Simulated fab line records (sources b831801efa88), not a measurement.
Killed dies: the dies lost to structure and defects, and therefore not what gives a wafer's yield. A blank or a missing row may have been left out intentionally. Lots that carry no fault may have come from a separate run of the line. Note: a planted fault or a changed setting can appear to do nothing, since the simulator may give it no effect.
Which tool is to blame? ; flow gf180mcu ; 24 lots with 72 wafers sampled at 5 steps, on a route of 602 steps

== WHAT THE GAUGES SHOWED, per wafer ==
GF_V3_THK_MEAS_03. Usual: V3_CVD_02_THK typically reads 850 nm, with standard deviation 11.
lot;measured;on;V3_CVD_02_THK (nm);flag
L074;day 21 01:16;film metro-02;839 853 852;
L075;day 21 09:55;film metro-04;838 855 865;
L076;day 21 22:00;film metro-02;839 839 851;
L077;day 22 03:56;film metro-01;858 858 878;
L078;day 22 12:50;film metro-02;855 844 882;
L079;day 22 23:28;film metro-02;848 830 845;
L080;day 23 14:41;film metro-02;843 870 871;
L081;day 24 04:05;film metro-01;835 841 862;
L082;day 24 10:01;film metro-01;847 841 857;
L083;day 24 18:28;film metro-01;842 860 854;
L084;day 25 01:40;film metro-04;842 851 855;
L085;day 25 10:19;film metro-01;844 839 866;
L086;day 25 19:11;film metro-04;840 854 857;
L087;day 26 03:16;film metro-02;845 851 861;
L088;day 26 15:22;film metro-04;837 850 854;
L089;day 26 23:32;film metro-04;850 861 859;
L090;day 27 07:27;film metro-02;859 846 869;
L091;day 27 10:05;film metro-01;840 862 860;
L092;day 27 16:47;film metro-01;837 837 849;
L093;day 28 00:51;film metro-01;832 859 862;
L094;day 28 01:11;film metro-01;843 852 849;
L095;day 28 10:35;film metro-01;850 856 868;
L097;day 28 17:46;film metro-04;842 841 843;
L096;day 28 23:02;film metro-01;838 857 861;

GF_M4_OVL_MEAS_15. Usual: M4_OVL typically reads 0 nm, with standard deviation 5.2.
lot;measured;on;M4_OVL (nm);flag
L074;day 23 02:39;overlay-01;0 3 5;
L075;day 23 09:51;overlay-02;1 -4 2;
L076;day 23 21:54;overlay-01;2 -1 0;
L077;day 24 04:15;overlay-02;4 0 4;
L078;day 24 15:04;overlay-02;-5 -3 -9;
L079;day 24 22:12;overlay-01;7 11 10;
L080;day 25 12:18;overlay-02;4 4 5;
L081;day 26 01:27;overlay-02;2 9 7;
L082;day 26 06:58;overlay-01;-7 -11 3;
L083;day 26 15:05;overlay-01;-1 -1 -4;
L084;day 26 21:48;overlay-02;-1 2 3;
L085;day 27 06:46;overlay-01;1 -1 -3;
L086;day 27 14:36;overlay-01;-9 -4 -7;
L087;day 27 22:12;overlay-02;-1 1 9;
L088;day 28 09:36;overlay-01;7 8 -2;
L089;day 28 17:43;overlay-02;-5 -5 -1;
L090;day 29 00:15;overlay-02;-12 -10 -6;
L091;day 29 02:48;overlay-01;4 3 2;
L092;day 29 10:07;overlay-01;-4 -3 -7;
L093;day 29 16:52;overlay-01;2 4 5;
L094;day 29 17:02;overlay-01;-4 -1 -3;
L095;day 30 02:31;overlay-01;3 -4 6;
L097;day 30 08:24;overlay-02;-7 -1 -2;
L096;day 30 13:40;overlay-01;-1 -4 5;

GF_M5_CD_MEAS_07 targets a cd of 280 nm. Usual: cd nm reads 280.0 nm (standard deviation 1.2).
lot;measured;on;cd nm (nm);flag
L074;day 26 00:34;cd sem-01;279.4 279.4 278.8;
L075;day 26 06:13;cd sem-02;280.7 282.0 280.3;
L076;day 26 16:59;cd sem-02;281.5 281.4 281.7;
L077;day 26 23:41;cd sem-01;278.9 279.7 278.6;
L078;day 27 09:55;cd sem-01;282.1 282.3 281.6;
L079;day 27 15:56;cd sem-01;280.3 280.7 279.9;
L080;day 28 05:01;cd sem-02;279.4 279.7 278.9;
L081;day 28 17:05;cd sem-01;281.1 281.6 281.8;
L082;day 28 21:59;cd sem-01;281.6 281.2 281.9;
L083;day 29 05:22;cd sem-01;280.1 280.9 279.6;
L084;day 29 11:47;cd sem-01;280.3 278.7 279.9;
L085;day 29 19:12;cd sem-02;281.4 279.9 281.8;
L086;day 30 02:44;cd sem-01;280.5 280.2 281.5;
L087;day 30 10:53;cd sem-01;278.8 279.4 279.6;
L088;day 30 20:27;cd sem-01;280.4 279.0 279.1;
L089;day 31 04:35;cd sem-01;279.3 281.1 278.2;
L090;day 31 10:21;cd sem-02;280.1 279.6 279.2;
L091;day 31 12:52;cd sem-02;280.8 279.1 279.6;
L092;day 31 19:25;cd sem-02;277.1 277.2 277.9;
L093;day 32 01:13;cd sem-01;280.0 279.1 279.2;
L094;day 32 02:14;cd sem-02;280.7 279.8 280.5;
L095;day 32 10:15;cd sem-02;278.4 279.1 278.0;
L097;day 32 15:42;cd sem-02;279.9 280.1 279.9;
L096;day 32 20:35;cd sem-02;280.1 279.4 280.3;

GF_V5_BOW_MEAS_05. Usual: V5_BOW typically reads 134 um, with standard deviation 9.5.
lot;measured;on;V5_BOW (um);flag
L074;day 26 02:02;film metro-02;153 144 145;
L075;day 26 07:38;film metro-01;131 125 123;
L076;day 26 18:32;film metro-02;123 124 129;
L077;day 27 01:06;film metro-01;148 137 138;
L078;day 27 11:19;film metro-01;127 128 128;
L079;day 27 17:23;film metro-04;122 137 137;
L080;day 28 06:27;film metro-02;130 144 136;
L081;day 28 18:30;film metro-01;143 142 140;
L082;day 28 23:41;film metro-01;142 143 138;
L083;day 29 07:00;film metro-02;139 138 147;
L084;day 29 13:14;film metro-04;137 140 131;
L085;day 29 20:39;film metro-01;136 135 133;
L086;day 30 04:12;film metro-01;121 119 127;
L087;day 30 12:20;film metro-02;127 132 122;
L088;day 30 21:55;film metro-04;132 145 134;
L089;day 31 06:04;film metro-02;129 123 133;
L090;day 31 11:53;film metro-01;134 135 112;
L091;day 31 14:30;film metro-01;145 142 128;
L092;day 31 20:52;film metro-02;128 131 134;
L093;day 32 02:40;film metro-01;116 136 120;
L094;day 32 03:41;film metro-01;139 142 141;
L095;day 32 11:40;film metro-04;152 141 158;
L097;day 32 17:25;film metro-01;116 133 126;
L096;day 32 22:04;film metro-01;126 122 133;

== TOOL THAT RAN EACH LOT (tool first, then ch and the chambers of the sampled wafers, then the start) ==
lot;GF_M5_STRIP_11
L074;plasma asher-02 ch 0,1, day 26 00:52
L075;plasma asher-02 ch 0,1, day 26 06:31
L076;plasma asher-02 ch 0,1, day 26 17:25
L077;plasma asher-02 ch 0,1, day 27 00:00
L078;plasma asher-04 ch 0,1, day 27 10:12
L079;plasma asher-04 ch 0,1, day 27 16:14
L080;plasma asher-01 ch 0,1, day 28 05:18
L081;plasma asher-02 ch 0,1, day 28 17:24
L082;plasma asher-01 ch 0,1, day 28 22:17
L083;plasma asher-04 ch 0,1, day 29 05:47
L084;plasma asher-02 ch 0,1, day 29 12:06
L085;plasma asher-04 ch 0,1, day 29 19:29
L086;plasma asher-04 ch 0,1, day 30 03:02
L087;plasma asher-04 ch 0,1, day 30 11:12
L088;plasma asher-02 ch 0,1, day 30 20:46
L089;plasma asher-01 ch 0,1, day 31 04:53
L090;plasma asher-04 ch 0,1, day 31 10:40
L091;plasma asher-01 ch 0,1, day 31 13:17
L092;plasma asher-02 ch 0,1, day 31 19:43
L093;plasma asher-01 ch 0,1, day 32 01:31
L094;plasma asher-02 ch 0,1, day 32 02:33
L095;plasma asher-01 ch 0,1, day 32 10:32
L097;plasma asher-04 ch 0,1, day 32 15:59
L096;plasma asher-02 ch 0,1, day 32 20:53
- GF_M5_STRIP_11: strips in O2/N2.

== AS READ BY THE TOOLS THEMSELVES (means over the sampled wafers that have a number; for cases with no such wafer, the mark the record gives instead) ==
GF_M5_STRIP_11. Usual: chamber pressure mTorr 1499.7 mTorr, standard deviation 1.4; drypump motor current A 6.01 A, standard deviation 0.29; heater power w 349 W, standard deviation 26; oes product au 0.522 a.u., standard deviation 0.0051; strip time to endpoint s 7.03 s, standard deviation 0.055.
lot;tool;chamber pressure mTorr (mTorr);drypump motor current A (A);heater power w (W);oes product au (a.u.);strip time to endpoint s (s);flag
L074;plasma asher-02;1499.7;6.27;372;0.517;6.98;
L075;plasma asher-02;1498.9;6.26;370;0.518;6.98;
L076;plasma asher-02;1498.3;6.25;378;0.527;7.11;
L077;plasma asher-02;1500.8;6.17;366;0.517;6.97;
L078;plasma asher-04;1500.9;5.98;326;0.527;7.10;
L079;plasma asher-04;1499.4;5.73;324;0.520;7.01;
L080;plasma asher-01;1500.2;5.83;353;0.521;7.01;
L081;plasma asher-02;1501.6;6.18;369;0.525;7.11;
L082;plasma asher-01;1498.1;5.90;340;0.526;7.05;
L083;plasma asher-04;1500.3;5.71;321;0.517;7.00;
L084;plasma asher-02;1499.2;6.13;372;0.519;7.02;
L085;plasma asher-04;1499.9;5.96;324;0.521;7.04;
L086;plasma asher-04;1500.6;5.73;323;0.521;7.06;
L087;plasma asher-04;1500.8;5.97;327;0.519;7.00;
L088;plasma asher-02;1498.0;6.26;375;0.522;6.96;
L089;plasma asher-01;1500.9;5.81;351;0.521;6.97;
L090;plasma asher-04;1499.3;5.97;331;0.517;7.03;
L091;plasma asher-01;1499.1;5.89;329;0.520;7.09;
L092;plasma asher-02;1499.4;6.28;374;0.527;7.04;
L093;plasma asher-01;1499.5;5.88;332;0.523;7.06;
L094;plasma asher-02;1499.3;6.19;370;0.521;7.04;
L095;plasma asher-01;1500.3;5.82;349;0.525;7.03;
L097;plasma asher-04;1499.6;5.96;327;0.519;7.04;
L096;plasma asher-02;1499.7;6.16;368;0.529;7.09;

== THE ANSWER, worked out from the rows above alone ==
Rule: take the mean of a lot's wafers that have a number; if it is more than 3 standard deviations from the usual mean, the lot is off. A lot without any number at a reading at which 4 lots or more have one is off too. Any other lot the step has rows for is counted as sound. After the gauges, taken in route order, come the tools' own readings; for these a lot's mean is taken, as printed above. At the first step where some lot is off, the reading lying furthest off is the one used; lots without a number count as furthest.
None of the lots is off at any reading shown; this tells nothing.

== WHAT THE SIMULATOR HAD PUT IN ==
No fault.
